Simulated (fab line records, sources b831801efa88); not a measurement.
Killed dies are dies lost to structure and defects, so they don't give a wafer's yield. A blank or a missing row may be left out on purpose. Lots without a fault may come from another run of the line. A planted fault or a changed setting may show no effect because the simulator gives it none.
fab line records | flow sky130
record lots=5 wafers=15 last_day=49
route steps=708 shown LI_CONTACT@364 PAD_OPEN@708
lots that met no fault: from a run of the same line without faults
start_h: hours from the record's first day to the start of the lot's first wafer shown | wait_h: hours since the lot's step before | " the same as in the row above | L1.1+2: a row that stands for several wafers | - no value, or no start given | * or withheld: withheld | < > ~ a bound
route shown NAME@n: a module of which the file shows steps, and the number in the route of the first | usual: mean/standard deviation of fault-free wafers | same: alike in all rows | chamber/n: place in a boat | sites: the reading at each site | _std_site: their standard deviation | _edge_site: outer sites' mean less inner sites' | radius_mm: how far each site lies from the wafer's centre | mask NAME#n: copy n | behind: the tool/chamber that last shaped the wafer | hold: why the lot was held/for how many hours/how that ended | device: the transistor (n, p or np) that didn't switch | end of line: the same wafers' tests at the end of the route | a step without rows: its recipe alone | killed: dies lost to structure and defects at the first sort, not the wafer's yield | map: a wafer's dies, x killed, . not, _ none there
set.NAME: the setting as run; set.NAME@STEP: as run at that earlier step | model.NAME: the simulator's own value behind a step, which no gauge read
lots at some steps of the route; a table a step, a row a wafer
services: from which hour (start_h, from the record's first day; less than 0 if before it) a tool's chamber was out of use, for how many hours, and why
## steps
# step SKY_LI_CONTACT_CMP_02
# recipe material=PSG down_force_psi=4 platen_rpm=60 pad_velocity_m_s=0.94248
# usual motor_current_A=12.2/1.2 time_to_endpoint_s=34.5/2.3
# columns lot.wafer tool chamber start_h wait_h motor_current_A time_to_endpoint_s
L135.1 cmp-01 0 655.25 0.1 13.8 37.1
L135.4 " 1 " " 12.0 34.7
L135.2 " 2 " " 10.8 36.7
L138.3 cmp-01 2 677.88 0.0 12.1 35.2
L138.4 " 3 " " 12.5 36.4
L138.2 " 1 " " 12.5 32.2
L142.1 cmp-01 2 743.43 0.1 11.6 31.8
L142.3 " 3 " " 12.3 33.1
L142.5 " 1 " " 12.1 28.9
L147.4 cmp-01 0 761.38 0.1 14.0 35.5
L147.1 " 1 " " 11.9 32.6
L147.6 " 3 " " 12.6 33.9
L152.2 cmp-02 3 797.38 0.1 9.9 37.0
L152.1 " 0 " " 11.4 35.6
L152.5 " 2 " " 12.7 36.1
# step SKY_LI_CONTACT_BOW_MEAS_03
# recipe mode=bow
# usual LI_CONTACT_BOW=56/7.1
# columns lot.wafer tool chamber start_h wait_h LI_CONTACT_BOW[um]
L135.1 film_metro-01 - 655.50 0.2 51
L135.2 " - " " 45
L135.4 " - " " 54
L138.2 film_metro-01 - 678.20 0.1 50
L138.3 " - " " 52
L138.4 " - " " 67
L142.1 film_metro-02 - 743.63 0.1 45
L142.3 " - " " 49
L142.5 " - " " 48
L147.1 film_metro-01 - 761.58 0.1 64
L147.4 " - " " 54
L147.6 " - " " 58
L152.1 film_metro-01 - 797.63 0.1 51
L152.2 " - " " 62
L152.5 " - " " 61
# step SKY_LI_CONTACT_DEHYDRATE_04
# recipe temp_c=200 time_s=60
# step SKY_LI_CONTACT_HMDS_05
# recipe prime_time_s=60 prime_temp_c=120
# step SKY_LI_CONTACT_COAT_06
# recipe resist=BARC temp_c=withheld time_s=withheld spin_rpm=3000 resist_thk_nm=60
# step SKY_LI_CONTACT_COAT_07
# recipe resist=KrF-thick spin_rpm=3000 resist_thk_nm=450
# step SKY_LI_CONTACT_SOFTBAKE_08
# recipe temp_c=100 time_s=90 resist=KrF-thick
# step SKY_LI_CONTACT_EXPOSE_09
# recipe mask_id=LICM1 na=0.8 source_shape=annular sigma_inner=0.55 sigma_outer=0.85 target_cd_nm=170 dose_mj=38
# step SKY_LI_CONTACT_PEB_10
# recipe peb_temp_c=withheld peb_time_s=withheld resist=KrF-thick
# step SKY_LI_CONTACT_DEVELOP_11
# recipe develop_time_s=60 resist=KrF-thick dev_temp_c=21
# step SKY_LI_CONTACT_CD_MEAS_12
# recipe target_cd_nm=170
# usual cd_nm=170.1/1.3
# columns lot.wafer tool chamber start_h wait_h cd_nm
L135.1 cd_sem-02 - 683.28 - 168.2
L135.2 " - " " 167.5
L135.4 " - " " 168.7
L138.2 cd_sem-02 - 706.45 - 170.6
L138.3 " - " " 171.6
L138.4 " - " " 170.2
L142.1 cd_sem-02 - 771.03 - 169.5
L142.3 " - " " 170.2
L142.5 " - " " 170.6
L147.1 cd_sem-01 - 788.50 - 172.3
L147.4 " - " " 169.4
L147.6 " - " " 170.9
L152.1 cd_sem-01 - 824.10 - 167.4
L152.2 " - " " 168.6
L152.5 " - " " 169.5
# step SKY_LI_CONTACT_OVL_MEAS_13
# usual LI_CONTACT_OVL=4/7
# columns lot.wafer tool chamber start_h wait_h LI_CONTACT_OVL[nm]
L135.1 overlay-02 - 683.40 0.1 2
L135.2 " - " " 6
L135.4 " - " " 7
L138.2 overlay-01 - 706.56 0.1 5
L138.3 " - " " 6
L138.4 " - " " 1
L142.1 overlay-02 - 771.15 0.1 5
L142.3 " - " " 9
L142.5 " - " " 11
L147.1 overlay-02 - 788.62 0.1 15
L147.4 " - " " 8
L147.6 " - " " 12
L152.1 overlay-02 - 824.22 0.1 -3
L152.2 " - " " -7
L152.5 " - " " -5
# step SKY_LI_CONTACT_ETCH_14
# recipe chemistry=N2/H2 target=BARC ion_energy_ev=200 source_w=500 bias_w=100 pressure_mtorr=30 n2_flow_sccm=100 h2_flow_sccm=200 stop_on=SiO2 time_s=45.9 target_depth_a=600
# usual drypump_motor_current_A=5.9/0.5 oes_product_au=0.855/0.0048 rf_fwd_power_W=494.0/2 run_length_s=74.13/0.28 throttle_valve_pct=13.225/0.0097
# columns lot.wafer tool chamber start_h wait_h drypump_motor_current_A oes_product_au rf_fwd_power_W rf_hours_counter_h run_length_s throttle_valve_pct
L135.1 rie_diel-03 1 683.44 0.0 6.7 0.861 495.1 6 74.04 13.224
L135.2 " 2 " " 5.2 0.855 493.2 14 73.76 13.226
L135.4 " 2 " " 5.2 0.862 494.1 - 73.83 13.219
L138.2 rie_diel-03 2 706.59 0.0 5.2 0.849 493.5 15 74.04 13.236
L138.3 " 0 " " 6.8 0.851 494.7 2 74.02 13.216
L138.4 " 1 " " 6.7 0.851 496.5 6 73.83 13.245
L142.1 rie_diel-01 2 771.19 0.0 5.7 0.857 491.0 6 74.94 13.218
L142.3 " 1 " " 5.2 0.852 494.6 6 73.97 13.228
L142.5 " 3 " " 6.0 0.857 495.7 - 74.03 13.230
L147.1 rie_diel-03 2 788.66 0.0 5.2 0.854 494.8 17 74.17 13.225
L147.4 " 1 " " 6.7 0.886 - 8 72.17 13.222
L147.6 " 0 " " 6.8 0.852 496.0 - 74.25 13.232
L152.1 rie_diel-02 0 824.26 0.0 5.7 0.857 495.8 16 73.75 13.224
L152.2 " 3 " " 6.0 0.854 491.3 20 74.15 13.239
L152.5 " 3 " " 6.0 0.850 491.5 - 74.18 13.241
# step SKY_LI_CONTACT_ETCH_15
# recipe target=PSG chemistry=C4F8/O2/Ar stop_on=Si taper_deg=4.15 mask_material=KrF-thick source_w=1500 bias_w=1200 pressure_mtorr=40 c4f8_flow_sccm=withheld O2_flow_sccm=6 Ar_flow_sccm=300 time_s=withheld target_depth_a=6000
# usual oes_product_au=0.838/0.0051 rf_fwd_power_W=1491/4.7
# columns lot.wafer tool chamber start_h wait_h oes_product_au rf_fwd_power_W
L135.1 rie_diel-03 1 683.48 0.0 0.839 1490
L135.2 " 2 " " 0.837 1486
L135.4 " 2 " " 0.842 1484
L138.2 rie_diel-03 2 706.63 0.0 0.837 1487
L138.3 " 0 " " 0.837 1495
L138.4 " 1 " " 0.833 1495
L142.1 rie_diel-01 2 771.23 0.0 0.836 1488
L142.3 " 1 " " 0.829 1496
L142.5 " 3 " " 0.843 1487
L147.1 rie_diel-03 2 788.70 0.0 0.831 1494
L147.4 " 1 " " 0.835 1494
L147.6 " 0 " " 0.843 1505
L152.1 rie_diel-02 0 824.30 0.0 0.836 1477
L152.2 " 3 " " 0.841 1490
L152.5 " 3 " " 0.827 1497
# step SKY_PAD_OPEN_PROBE_99
# usual killed_at_M0_to_M3=44/7.2 killed_at_M4_up=3.1/1.8 killed_at_contacts=24/4.5 killed_at_front_end=16/4.4 killed_at_other=0.2/0.42 killed_dies=87/8.9 killed_open=48/6.4 killed_short=39/6.2
# same gross_dies=492 killed_at_back_side=0
# columns lot.wafer tool chamber start_h wait_h killed_at_M0_to_M3 killed_at_M4_up killed_at_contacts killed_at_front_end killed_at_other killed_dies killed_open killed_short
L142.1 prober-02 - 1137.74 0.1 53 2 29 15 0 99 56 43
L142.3 prober-02 - 1137.84 0.2 53 4 30 12 1 100 50 50
L142.5 prober-02 - 1137.94 0.2 45 2 24 15 0 86 45 41
L147.1 prober-01 - 1149.58 0.1 41 3 27 20 0 91 55 36
L147.4 prober-01 - 1149.73 0.2 51 3 28 19 0 101 57 44
L147.6 prober-01 - 1149.83 0.2 45 2 30 22 0 99 58 41
# killed by level:class
L142.1 VIA1:geometric_particle:open=15 CONTACT:geometric_particle:open=10 METAL1:geometric_particle:short=8 LI_CONTACT:geometric_particle:open=7 VIA1:geometric_particle:short=7 FIELD_ISO:geometric_particle:open=6 FIELD_ISO:geometric_particle:short=5 METAL2:geometric_particle:short=5
L142.3 VIA1:geometric_particle:open=11 VIA2:geometric_particle:open=10 CONTACT:geometric_particle:open=10 LOCAL_INTERCONNECT:geometric_particle:short=7 VIA1:geometric_particle:short=7 VIA2:geometric_particle:short=7 METAL1:geometric_particle:short=6 LI_CONTACT:geometric_particle:open=5
L142.5 METAL2:geometric_particle:short=9 VIA1:geometric_particle:open=8 POLY_GATE:geometric_particle:open=7 CONTACT:geometric_particle:short=7 LI_CONTACT:geometric_particle:open=6 CONTACT:geometric_particle:open=6 METAL1:geometric_particle:short=6 VIA3:geometric_particle:open=6
L147.1 VIA1:geometric_particle:open=14 FIELD_ISO:geometric_particle:open=9 LI_CONTACT:geometric_particle:open=9 FIELD_ISO:geometric_particle:short=8 CONTACT:geometric_particle:short=8 VIA2:geometric_particle:open=7 METAL2:geometric_particle:short=6 CONTACT:geometric_particle:open=5
L147.4 VIA1:geometric_particle:open=12 LI_CONTACT:geometric_particle:open=10 VIA3:geometric_particle:open=9 METAL2:geometric_particle:short=9 VIA2:geometric_particle:open=8 FIELD_ISO:geometric_particle:short=7 CONTACT:geometric_particle:open=7 LI_CONTACT:geometric_particle:short=6
L147.6 VIA3:geometric_particle:open=11 VIA1:geometric_particle:open=10 LI_CONTACT:geometric_particle:open=8 CONTACT:geometric_particle:open=8 POLY_GATE:geometric_particle:short=7 POLY_GATE:geometric_particle:open=7 LI_CONTACT:geometric_particle:short=5 LOCAL_INTERCONNECT:geometric_particle:short=5
## services
# columns tool chamber start_h hours kind
rie_diel-03 2 637.81 6.6 repair
rie_diel-02 1 649.17 - clean
rie_diel-02 1 649.17 13.5 scheduled_down
rie_diel-02 1 649.17 13.5 vent_cycle
rie_diel-03 2 660.91 3.3 repair
rie_diel-03 0 661.75 7.1 repair
cmp-02 - 672.91 1.6 repair
rie_diel-03 0 676.69 8.7 repair
cmp-02 - 676.86 2.7 pm
cmp-02 - 696.78 0.3 repair
cmp-02 - 712.09 0.4 repair
cmp-01 - 730.13 2.4 repair
cmp-02 - 744.25 4.0 pm
cmp-01 - 747.34 2.3 repair
cmp-02 - 748.25 - consumable_replace:conditioner
rie_diel-01 3 755.43 2.6 repair
cmp-01 - 777.99 6.8 repair
rie_diel-01 0 787.27 3.7 repair
cmp-01 - 796.39 1.4 repair
rie_diel-01 3 800.93 5.2 repair
cmp-01 - 810.30 6.4 pm
rie_diel-02 1 812.11 3.7 repair
rie_diel-03 2 815.27 6.7 repair
rie_diel-03 - 819.39 2.8 pm
## key
first_sign step=SKY_LI_CONTACT_ETCH_14 reading=run_length_s direction=down sigmas=7 usual=* struck=*
effect step=SKY_LI_CONTACT_ETCH_14 reading=oes_product_au direction=up sigmas=6.5 usual=0.855 struck=0.886
met_at SKY_LI_CONTACT_ETCH_14
struck_wafers L147.4
tester_left_out L147
onset_between 706.59 788.66
fault kind=process_parameter_drift tool=rie_diel-03 chamber=1 onset_h=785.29 steps=SKY_LI_CONTACT_ETCH_14 channel=time_s offset=* shape=step end_h=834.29 acts_in=* stated=*
# tester_left_out: of these lots the tester's yield and bins aren't shown, on N5 and GAA mostly nor the transistor test; their killed dies are dies lost to structure and defects alone, not to doping, threshold or leakage, so they don't give the yield
